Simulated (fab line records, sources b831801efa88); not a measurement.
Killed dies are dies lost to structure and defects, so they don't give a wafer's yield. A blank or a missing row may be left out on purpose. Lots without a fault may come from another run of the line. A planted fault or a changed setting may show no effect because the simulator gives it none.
Chamber matching | flow gf180mcu | GF_V4_ETCH_16 on rie_diel-03: 4 sister chambers
The step etches BARC in N2/H2. 7 wafers are shown with their chamber, then 7 later ones without.

WAFERS WITH THEIR CHAMBER
wafer  | chamber | drypump_motor_current_A (A) | oes_product_au (a.u.)
L788.6 | 0       | 5.6                         | 0.858
L790.5 | 3       | 5.5                         | 0.860
L790.6 | 0       | 5.5                         | 0.851
L791.3 | 3       | 5.5                         | 0.845
L791.6 | 2       | 5.6                         | 0.863
L793.1 | 1       | 5.6                         | 0.853
L793.4 | 2       | 5.6                         | 0.849

WAFERS WITHOUT THEIR CHAMBER
wafer  | drypump_motor_current_A (A) | oes_product_au (a.u.)
L793.5 | 5.6                         | 0.857
L792.2 | 5.6                         | 0.850
L792.3 | 5.5                         | 0.854
L792.6 | 5.6                         | 0.854
L794.1 | 5.5                         | 0.858
L794.4 | 5.6                         | 0.856
L794.6 | 5.6                         | 0.857

WHICH CHAMBER EACH WENT THROUGH
wafer  | from the rows above               | in truth
L793.5 | can't be placed: 2 or 1 or 0      | 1
L792.2 | can't be placed: 1 or 2 or 0      | 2
L792.3 | can't be placed: 3 or 0           | 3
L792.6 | can't be placed: 1 or 2 or 0      | 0
L794.1 | can't be placed: 3 or 0 or 2 or 1 | 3
L794.4 | can't be placed: 2 or 1 or 0      | 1
L794.6 | can't be placed: 2 or 1 or 0      | 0
Placed correctly: 0 of 7. Can't be placed from these rows: 7 (the true chamber is among the candidates in 7). Placed wrongly: 0.
How it was worked out, from the rows above alone: a wafer's distance from a chamber is the root of the sum, over the readings, of the square of ((its reading less the chamber's mean) divided by the reading's scatter). The wafer belongs to the nearest chamber; if the next one is less than 2 further off, it can't be placed. A chamber's mean is the mean of its shown wafers. The scatter: the root of (the sum of the squares of (reading less its chamber's mean) over the shown wafers, divided by (wafers less chambers)).
